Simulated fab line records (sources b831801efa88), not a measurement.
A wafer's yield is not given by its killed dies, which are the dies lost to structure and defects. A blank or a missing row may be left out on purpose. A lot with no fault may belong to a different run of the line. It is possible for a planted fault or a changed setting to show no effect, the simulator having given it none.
Which of the tools did it? ; flow gf180mcu ; 12 lots, 36 wafers sampled, at 6 steps of a route of 602

== WHAT THE GAUGES READ, wafer by wafer ==
GF_VT_IMPLANT_OVL_MEAS_07. Usual: VT_IMPLANT_OVL -1.2 nm, standard deviation 1.3.
lot;measured;on;VT_IMPLANT_OVL (nm);flag
L113;day 5 14:19;overlay-01;-1.4 -2.8 -2.4;
L114;day 5 20:54;overlay-01;3.0 2.2 0.9;
L115;day 6 03:55;overlay-02;-0.3 -2.8 -0.3;
L116;day 6 08:52;overlay-02;-1.4 -2.1 -2.0;
L118;day 6 21:42;overlay-01;-1.3 -1.0 0.7;
L122;day 7 23:46;overlay-01;-2.6 -0.7 -1.7;
L124;day 8 09:57;overlay-02;-1.0 -1.4 0.2;
L129;day 9 17:51;overlay-01;-3.2 -2.1 -1.7;
L130;day 9 22:45;overlay-01;-1.4 -0.1 -0.7;
L131;day 10 09:36;overlay-01;-2.4 -1.9 0.5;
L132;day 10 13:53;overlay-01;-2.0 -2.4 -1.0;
L133;day 10 15:48;overlay-01;0.4 -0.6 -0.9;

GF_VT_IMPLANT_RS_MEAS_47: the measuring method here is four-point-probe. Usual: NWELL_RS 488.4 ohm/sq, standard deviation 1.
lot;measured;on;NWELL_RS (ohm/sq);flag
L113;day 7 12:32;film_metro-01;489.8 489.4 489.4;
L114;day 7 19:55;film_metro-01;489.1 487.9 489.0;
L115;day 8 03:50;film_metro-04;488.6 488.0 486.4;
L116;day 8 09:16;film_metro-04;487.9 488.8 488.8;
L118;day 8 21:10;film_metro-01;490.0 490.2 489.8;
L122;day 10 03:21;film_metro-04;487.2 487.7 488.3;
L124;day 10 14:34;film_metro-01;490.7 491.6 492.0 490.6 491.8 492.4;OFF
L129;day 12 01:55;film_metro-01;488.4 489.3 487.9;
L130;day 12 07:07;film_metro-01;488.4 488.5 488.0;
L131;day 12 20:31;film_metro-01;489.3 489.5 488.9;
L132;day 13 00:20;film_metro-01;490.7 488.0 489.6;
L133;day 13 02:20;film_metro-04;489.5 488.8 488.2;

GF_VT_IMPLANT_RS_MEAS_48: the measuring method here is four-point-probe. Usual: LVPWELL_RS 1198.0 ohm/sq, standard deviation 3.
lot;measured;on;LVPWELL_RS (ohm/sq);flag
L113;day 7 12:39;film_metro-01;1201.1 1202.8 1197.6;
L114;day 7 20:02;film_metro-01;1197.5 1198.9 1200.3;
L115;day 8 03:57;film_metro-04;1201.9 1198.7 1199.3;
L116;day 8 09:23;film_metro-04;1194.3 1194.1 1192.9;
L118;day 8 21:17;film_metro-01;1200.7 1200.0 1200.0;
L122;day 10 03:28;film_metro-04;1199.1 1200.3 1200.5;
L124;day 10 20:18;film_metro-01;1202.2 1200.6 1198.1;
L129;day 12 02:02;film_metro-01;1197.9 1196.4 1197.9;
L130;day 12 07:14;film_metro-01;1201.6 1198.2 1195.0;
L131;day 12 20:38;film_metro-01;1195.2 1194.4 1197.0;
L132;day 13 00:27;film_metro-01;1196.0 1199.5 1194.9;
L133;day 13 02:28;film_metro-04;1192.5 1194.1 1194.7;

== TOOL THAT RAN EACH LOT (tool first, then ch and the chambers of the sampled wafers, then the start) ==
lot;GF_NWELL_IMPLANT_09;GF_LVPWELL_STRIP_10;GF_MVPSD_STRIP_10
L113;implanter-03 ch 0, day 3 07:10;plasma_asher-02 ch 0, day 3 20:26;plasma_asher-04 ch 0, day 5 00:05
L114;implanter-03 ch 0, day 3 13:02;plasma_asher-01 ch 0,1, day 4 02:20;plasma_asher-04 ch 0,1, day 5 06:46
L115;implanter-01 ch 0, day 3 18:10;plasma_asher-01 ch 0, day 4 08:01;plasma_asher-03 ch 0,1, day 5 13:05
L116;implanter-01 ch 0, day 3 23:09;plasma_asher-01 ch 0,1, day 4 12:49;plasma_asher-02 ch 0,1, day 5 18:07
L118;implanter-01 ch 0, day 4 09:35;plasma_asher-02 ch 0,1, day 5 00:04;plasma_asher-03 ch 0,1, day 6 06:07
L122;implanter-01 ch 0, day 5 09:14;plasma_asher-01 ch 0,1, day 6 01:10;plasma_asher-02 ch 0,1, day 7 08:01
L124;implanter-01 ch 0, day 5 19:11;plasma_asher-02 ch 0,1, day 6 10:40;plasma_asher-04 ch 0,1, day 7 18:50
L129;implanter-04 ch 0, day 6 23:32;plasma_asher-02 ch 0,1, day 7 15:25;plasma_asher-03 ch 0,1, day 9 00:52
L130;implanter-03 ch 0, day 7 05:08;plasma_asher-04 ch 0,1, day 7 21:19;plasma_asher-04 ch 0,1, day 9 05:47
L131;implanter-04 ch 0, day 7 14:35;plasma_asher-04 ch 0,1, day 8 07:14;plasma_asher-02 ch 0,1, day 9 16:25
L132;implanter-03 ch 0, day 7 17:05;plasma_asher-04 ch 0,1, day 8 09:10;plasma_asher-02 ch 0, day 9 19:55
L133;implanter-03 ch 0, day 7 19:58;plasma_asher-04 ch 0,1, day 8 12:04;plasma_asher-04 ch 0,1, day 9 22:11
- GF_NWELL_IMPLANT_09
- GF_LVPWELL_STRIP_10: strips in O2/N2.
- GF_MVPSD_STRIP_10: strips in O2/N2.

== AS READ BY THE TOOLS THEMSELVES (means over the sampled wafers that have a number; for cases with no such wafer, the mark the record gives instead) ==
GF_LVPWELL_STRIP_10. Usual: drypump_motor_current_A 5.33 A, standard deviation 0.28; heater_power_w 358 W, standard deviation 44; oes_product_au 0.723 a.u., standard deviation 0.0044; strip_time_to_endpoint_s 36.98 s, standard deviation 0.096.
lot;tool;drypump_motor_current_A (A);heater_power_w (W);oes_product_au (a.u.);strip_time_to_endpoint_s (s);flag
L113;plasma_asher-02;5.11;432;0.720;36.97;
L114;plasma_asher-01;5.37;347;0.720;36.88;
L115;plasma_asher-01;5.61;360;0.726;37.03;
L116;plasma_asher-01;5.12;334;0.723;37.15;
L118;plasma_asher-02;5.22;358;0.723;36.98;
L122;plasma_asher-01;5.12;338;0.723;37.03;
L124;plasma_asher-02;5.21;354;0.721;37.03;
L129;plasma_asher-02;5.21;355;0.722;37.00;
L130;plasma_asher-04;5.61;360;0.718;37.07;
L131;plasma_asher-04;5.63;361;0.723;37.02;
L132;plasma_asher-04;5.61;362;0.726;36.89;
L133;plasma_asher-04;5.59;348;0.725;36.90;

GF_MVPSD_STRIP_10. Usual: drypump_motor_current_A 5.5 A, standard deviation 0.31; heater_power_w 340 W, standard deviation 44; oes_product_au 0.722 a.u., standard deviation 0.0045; strip_time_to_endpoint_s 37.03 s, standard deviation 0.093.
lot;tool;drypump_motor_current_A (A);heater_power_w (W);oes_product_au (a.u.);strip_time_to_endpoint_s (s);flag
L113;plasma_asher-04;5.7;372;0.718;37.06;
L114;plasma_asher-04;5.6;327;0.724;37.04;
L115;plasma_asher-03;5.8;316;0.721;36.96;
L116;plasma_asher-02;5.2;354;0.720;37.01;
L118;plasma_asher-03;5.6;310;0.718;36.95;
L122;plasma_asher-02;5.2;355;0.717;37.00;
L124;plasma_asher-04;5.5;351;0.722;37.08;
L129;plasma_asher-03;5.6;313;0.723;37.00;
L130;plasma_asher-04;5.6;363;0.727;37.12;
L131;plasma_asher-02;5.2;401;0.728;37.06;
L132;plasma_asher-02;5.1;429;0.724;37.12;
L133;plasma_asher-04;5.6;359;0.719;37.09;

== THE ANSWER, worked out from the rows above alone ==
Rule: take the mean of a lot's wafers that have a number; if it is more than 3 standard deviations from the usual mean, the lot is off. A lot without any number at a reading at which 4 lots or more have one is off too. All remaining lots with rows at the step are treated as sound. The gauges are gone through in route order, then the tools' own readings, and for those a lot's mean is taken as printed above. The first step at which some lot is off is used, and at that step the reading that is off furthest; a lot without a number counts as furthest.
Off: L124, seen at GF_VT_IMPLANT_RS_MEAS_47 (NWELL_RS).
If a tool, at a process step before that reading, ran all the lots that are off and no sound lot after the first of them, it fits. Those tools and the gauges at GF_VT_IMPLANT_RS_MEAS_47 are tried in the same way. One candidate fits, namely implanter-01 at GF_NWELL_IMPLANT_09. Its last sound lot is L122 (day 5 09:14), its first lot that is off L124 (day 5 19:11): a fault that began between those two fits.

== WHAT WAS PUT IN BY THE SIMULATOR ==
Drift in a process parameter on implanter-01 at GF_NWELL_IMPLANT_09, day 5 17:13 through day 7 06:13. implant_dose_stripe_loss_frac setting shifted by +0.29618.
Struck lots among those shown: L124. The rule above reached the same finding.
